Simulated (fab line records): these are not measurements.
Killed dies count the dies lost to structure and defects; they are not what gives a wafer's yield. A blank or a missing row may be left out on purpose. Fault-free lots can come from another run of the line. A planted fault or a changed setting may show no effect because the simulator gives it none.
Comparing a struck lot with a sound one + flow sky130 + 15 steps out of a route of 708
Sound: the wafers L351.2, L351.3, L351.5. Struck: wafers L357.3, L357.4, L357.6. The cause is named last.
Order at every step that has rows: each side's tool, ch and its chambers, its first start. Under that, the readings that differ: sound wafers + struck wafers + difference of the means + sigmas: that difference in standard deviations of wafers without a fault.
alike: same words and numbers on both sides, and readings whose means sit less than 2 such deviations apart. not compared: any withheld reading, any reading some wafer has no value for, any bound like >300 that may hide the same value, and any number with overlapping values for which the record gives no deviation.
The two part at a step that has a row with sigmas, a row that says differs or no value, or rows on one side only. When numbers do not overlap yet have no deviation, they are printed without sigmas and do not part them. A reading that every wafer of one side lacks parts them only if that side has two wafers or more.

first, 1 step without rows for these wafers: SKY_VT_ADJUST_HVTR_DEVELOP_06 (develop time 60 s).
SKY_VT_ADJUST_HVTR_CD_MEAS_07 targets a cd of 380 nm.
  sound: cd_sem-02 at day 11 09:20; struck: cd_sem-02 at day 13 01:04
  alike: cd_nm
SKY_VT_ADJUST_HVTR_OVL_MEAS_08:
  sound: overlay-01 at day 11 09:27; struck: overlay-01 at day 13 01:10
  alike: VT_ADJUST_HVTR_OVL
next, for these wafers, 1 step has no rows: SKY_VT_ADJUST_HVTR_IMPLANT_09.
SKY_VT_ADJUST_HVTR_STRIP_10: strips in O2/N2.
  sound on plasma_asher-01 ch 0,1, day 11 09:38; struck on plasma_asher-01 ch 0,1, day 13 01:22
  alike: drypump_motor_current_A, oes_product_au, strip_time_to_endpoint_s
  not compared: rf_hours_counter_h
SKY_VT_ADJUST_HVTR_TW_MEAS_11:
  sound: film_metro-04 at day 11 09:44; struck: film_metro-02 at day 13 01:28
  alike: VT_ADJUST_HVTR_TW
then, 6 steps without rows for these wafers: SKY_VT_ADJUST_PCH_DEHYDRATE_00 (time 60 s); SKY_VT_ADJUST_PCH_HMDS_01 (prime time 60 s); SKY_VT_ADJUST_PCH_COAT_02 (resist thk 3000 nm); SKY_VT_ADJUST_PCH_SOFTBAKE_03; SKY_VT_ADJUST_PCH_EXPOSE_04 (exposes mask NWM, target cd 840 nm); SKY_VT_ADJUST_PCH_PEB_05.
SKY_VT_ADJUST_PCH_DEVELOP_06: develop time 60 s.
  sound on litho_track-02 ch 0, day 12 09:00; struck on litho_track-01 ch 0, day 14 04:00
| reading              | sound             | struck            | difference | sigmas |
|----------------------|-------------------|-------------------|------------|--------|
| developer_temp_C (C) | 22.99 23.10 23.08 | 22.03 22.18 22.08 | -0.96      | -9     |
SKY_VT_ADJUST_PCH_OVL_MEAS_07:
  sound: overlay-02 at day 12 09:50; struck: overlay-02 at day 14 04:08
  alike: VT_ADJUST_PCH_OVL
-- a jump in the record: the struck wafers' starts before and after are 34 days apart (it breaks off in module VT_ADJUST_PCH and resumes in module PAD_OPEN, where the first step shown is number 708 of the route) --
SKY_PAD_OPEN_PROBE_99:
  sound: prober-02 at day 47 10:53; struck: prober-01 at day 48 15:31
  alike: killed_at_M0_to_M3, killed_at_M4_up, killed_at_contacts, killed_at_front_end, killed_at_other, killed_dies, killed_open, killed_short

## WHERE THEY PART
Only at SKY_VT_ADJUST_PCH_DEVELOP_06, as far as this record shows. Later steps at which nothing parts them and some readings are alike: SKY_VT_ADJUST_PCH_OVL_MEAS_07, SKY_PAD_OPEN_PROBE_99.

WHY: what the simulator had put in
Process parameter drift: litho_track-01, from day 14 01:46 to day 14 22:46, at SKY_VT_ADJUST_PCH_DEVELOP_06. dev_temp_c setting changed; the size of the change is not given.
